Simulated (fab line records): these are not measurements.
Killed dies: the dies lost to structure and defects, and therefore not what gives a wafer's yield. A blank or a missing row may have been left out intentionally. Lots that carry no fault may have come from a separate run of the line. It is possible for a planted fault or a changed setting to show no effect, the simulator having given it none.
A sampling plan put to the test	flow sfq_line	one line in one fab, 20 faults in these records, each fault weighed on the records of the lots it struck
The plan consists of the line's own looks: route steps at which the wafer is read by a gauge or an inspection but not changed. A look is open to judgement when struck wafers have a number at it and the file gives its usual mean and standard deviation on fault-free wafers. Caught: the struck wafers' mean, at a look after the fault's first step, is 4 or more of those standard deviations (sigma) away from the usual mean. On the tool: the identical test, applied to the tool's own readings at the steps of the fault. A different recipe on the struck wafers counts as caught too, as does a record blank only for those wafers.

THE FAULTS, as the simulator had put them in
1. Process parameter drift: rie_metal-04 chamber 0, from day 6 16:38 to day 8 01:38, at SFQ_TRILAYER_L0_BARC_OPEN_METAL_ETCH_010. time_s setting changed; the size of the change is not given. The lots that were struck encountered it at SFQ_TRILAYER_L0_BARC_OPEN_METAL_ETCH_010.
2. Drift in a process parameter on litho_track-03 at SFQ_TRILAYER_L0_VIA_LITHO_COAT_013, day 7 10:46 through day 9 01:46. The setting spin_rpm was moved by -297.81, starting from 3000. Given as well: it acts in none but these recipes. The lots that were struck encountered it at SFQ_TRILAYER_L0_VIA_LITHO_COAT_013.
3. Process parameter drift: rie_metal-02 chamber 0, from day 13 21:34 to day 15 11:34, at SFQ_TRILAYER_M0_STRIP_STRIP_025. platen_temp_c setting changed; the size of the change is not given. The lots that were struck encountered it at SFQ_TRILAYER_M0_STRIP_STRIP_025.
4. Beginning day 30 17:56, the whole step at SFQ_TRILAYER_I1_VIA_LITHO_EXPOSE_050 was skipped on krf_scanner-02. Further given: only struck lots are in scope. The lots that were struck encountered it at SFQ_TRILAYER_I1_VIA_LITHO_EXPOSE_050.
5. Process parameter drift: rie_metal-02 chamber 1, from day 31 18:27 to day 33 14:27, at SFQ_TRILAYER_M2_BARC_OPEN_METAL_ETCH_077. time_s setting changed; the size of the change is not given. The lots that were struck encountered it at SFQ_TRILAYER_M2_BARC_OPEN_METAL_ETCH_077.
6. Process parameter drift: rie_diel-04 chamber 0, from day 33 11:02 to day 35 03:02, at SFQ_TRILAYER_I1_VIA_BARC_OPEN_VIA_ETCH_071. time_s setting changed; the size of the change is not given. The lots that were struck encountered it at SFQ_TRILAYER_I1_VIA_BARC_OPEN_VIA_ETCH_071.
7. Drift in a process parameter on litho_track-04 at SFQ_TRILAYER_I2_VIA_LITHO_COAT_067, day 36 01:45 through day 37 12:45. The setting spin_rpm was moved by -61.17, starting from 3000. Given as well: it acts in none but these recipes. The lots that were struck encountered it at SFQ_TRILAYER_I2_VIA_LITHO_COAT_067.
8. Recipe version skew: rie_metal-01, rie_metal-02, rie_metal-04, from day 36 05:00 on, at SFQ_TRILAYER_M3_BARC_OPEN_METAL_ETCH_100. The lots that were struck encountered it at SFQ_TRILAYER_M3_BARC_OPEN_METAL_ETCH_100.
9. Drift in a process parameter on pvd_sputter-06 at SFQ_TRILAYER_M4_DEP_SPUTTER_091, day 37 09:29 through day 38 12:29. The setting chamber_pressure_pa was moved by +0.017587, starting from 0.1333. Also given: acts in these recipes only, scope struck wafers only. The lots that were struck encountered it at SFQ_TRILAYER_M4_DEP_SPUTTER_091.
10. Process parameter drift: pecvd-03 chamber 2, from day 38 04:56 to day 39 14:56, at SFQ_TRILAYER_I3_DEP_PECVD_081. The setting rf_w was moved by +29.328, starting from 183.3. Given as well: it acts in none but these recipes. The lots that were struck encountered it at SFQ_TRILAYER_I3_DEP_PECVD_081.
11. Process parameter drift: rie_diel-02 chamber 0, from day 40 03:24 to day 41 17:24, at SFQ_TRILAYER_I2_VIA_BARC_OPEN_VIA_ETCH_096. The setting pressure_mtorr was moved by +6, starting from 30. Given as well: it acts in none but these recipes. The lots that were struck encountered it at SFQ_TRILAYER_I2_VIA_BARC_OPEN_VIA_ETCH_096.
12. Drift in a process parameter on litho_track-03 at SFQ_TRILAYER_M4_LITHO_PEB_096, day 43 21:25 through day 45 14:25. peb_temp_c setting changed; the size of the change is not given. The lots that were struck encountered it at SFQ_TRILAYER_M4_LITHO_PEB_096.
13. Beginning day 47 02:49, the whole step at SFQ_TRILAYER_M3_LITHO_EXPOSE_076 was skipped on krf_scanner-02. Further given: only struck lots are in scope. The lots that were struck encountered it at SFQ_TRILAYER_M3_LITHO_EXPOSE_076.
14. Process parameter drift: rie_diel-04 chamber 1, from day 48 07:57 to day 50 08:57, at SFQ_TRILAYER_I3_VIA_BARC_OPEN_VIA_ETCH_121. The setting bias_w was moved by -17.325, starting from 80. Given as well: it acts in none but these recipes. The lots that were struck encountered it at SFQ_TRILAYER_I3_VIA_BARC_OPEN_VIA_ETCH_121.
15. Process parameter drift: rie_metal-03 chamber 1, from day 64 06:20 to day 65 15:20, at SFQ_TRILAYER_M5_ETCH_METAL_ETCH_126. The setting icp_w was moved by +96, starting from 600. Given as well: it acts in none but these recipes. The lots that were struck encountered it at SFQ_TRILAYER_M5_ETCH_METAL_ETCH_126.
16. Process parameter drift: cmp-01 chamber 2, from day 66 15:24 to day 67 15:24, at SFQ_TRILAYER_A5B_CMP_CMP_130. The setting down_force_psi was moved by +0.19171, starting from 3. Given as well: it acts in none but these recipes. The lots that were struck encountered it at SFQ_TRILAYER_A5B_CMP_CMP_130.
17. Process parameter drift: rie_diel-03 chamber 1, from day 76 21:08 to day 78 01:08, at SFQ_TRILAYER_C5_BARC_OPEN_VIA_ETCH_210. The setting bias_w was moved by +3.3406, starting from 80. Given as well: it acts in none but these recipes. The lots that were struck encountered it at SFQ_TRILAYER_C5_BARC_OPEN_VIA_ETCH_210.
18. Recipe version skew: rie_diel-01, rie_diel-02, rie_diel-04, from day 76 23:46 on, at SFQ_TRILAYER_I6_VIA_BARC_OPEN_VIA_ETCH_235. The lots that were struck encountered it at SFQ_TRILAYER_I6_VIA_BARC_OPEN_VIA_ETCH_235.
19. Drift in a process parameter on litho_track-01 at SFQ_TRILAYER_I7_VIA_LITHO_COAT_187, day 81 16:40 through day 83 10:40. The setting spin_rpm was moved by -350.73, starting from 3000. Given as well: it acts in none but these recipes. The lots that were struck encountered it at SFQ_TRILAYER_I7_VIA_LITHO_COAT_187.
20. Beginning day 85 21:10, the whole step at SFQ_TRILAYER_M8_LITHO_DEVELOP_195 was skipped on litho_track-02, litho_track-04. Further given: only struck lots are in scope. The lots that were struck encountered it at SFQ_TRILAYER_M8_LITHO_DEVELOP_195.

WHAT THE PLAN SAW
fault	on the tool itself	first look that catches it	reading, sigma	median hours from its first step to that look	hours from the fault's start to the first struck lot there	judged looks passed uncaught
1	oes_product_au +69 sigma	no look after it can be judged	-	-	-	0
2	spin_speed_rpm -99 or beyond sigma	no look after it can be judged	-	-	-	0
3	only faintly: platen_temp_c +3.5 sigma	no look after it can be judged	-	-	-	0
4	no reading that can be judged	no look after it can be judged	-	-	-	0
5	run_length_s +6.4 sigma	no look after it can be judged	-	-	-	0
6	oes_product_au +31 sigma	no look after it can be judged	-	-	-	0
7	spin_speed_rpm -34 sigma	no look after it can be judged	-	-	-	0
8	oes_product_au +29 sigma	none of the 2 looks that can be judged after it	-	-	-	2
9	chamber_pressure_pa +69 sigma	no look after it can be judged	-	-	-	0
10	rf_fwd_power_W +47 sigma	not the one look that can be judged after it	-	-	-	1
11	chamber_pressure_mTorr +99 or beyond sigma	not the one look that can be judged after it	-	-	-	1
12	heater_power_total_W -21 sigma	no look after it can be judged	-	-	-	0
13	no reading that can be judged	no look after it can be judged	-	-	-	0
14	bias_w -72 sigma	no look after it can be judged	-	-	-	0
15	rf_fwd_power_W +56 sigma	no look after it can be judged	-	-	-	0
16	head_pressure_psi +31 sigma	not the one look that can be judged after it	-	-	-	1
17	bias_w +13 sigma	not the one look that can be judged after it	-	-	-	1
18	oes_product_au +27 sigma	no look after it can be judged	-	-	-	0
19	spin_speed_rpm -99 or beyond sigma	none of the 2 looks that can be judged after it	-	-	-	2
20	the tool's record is blank for the struck wafers	not the one look that can be judged after it	-	-	-	1
A dash: the fault isn't caught, or these records don't give the number.

Caught at a look: 0 of 20. Caught on the tool: 17 of 20. By one or the other: 17 of 20.
Faults 1, 2, 5, 6, 7, 8, 9, 10, 11, 12, 14, 15, 16, 17, 18, 19, 20 were caught on the tool alone.
Caught by neither: faults 3, 4, 13.
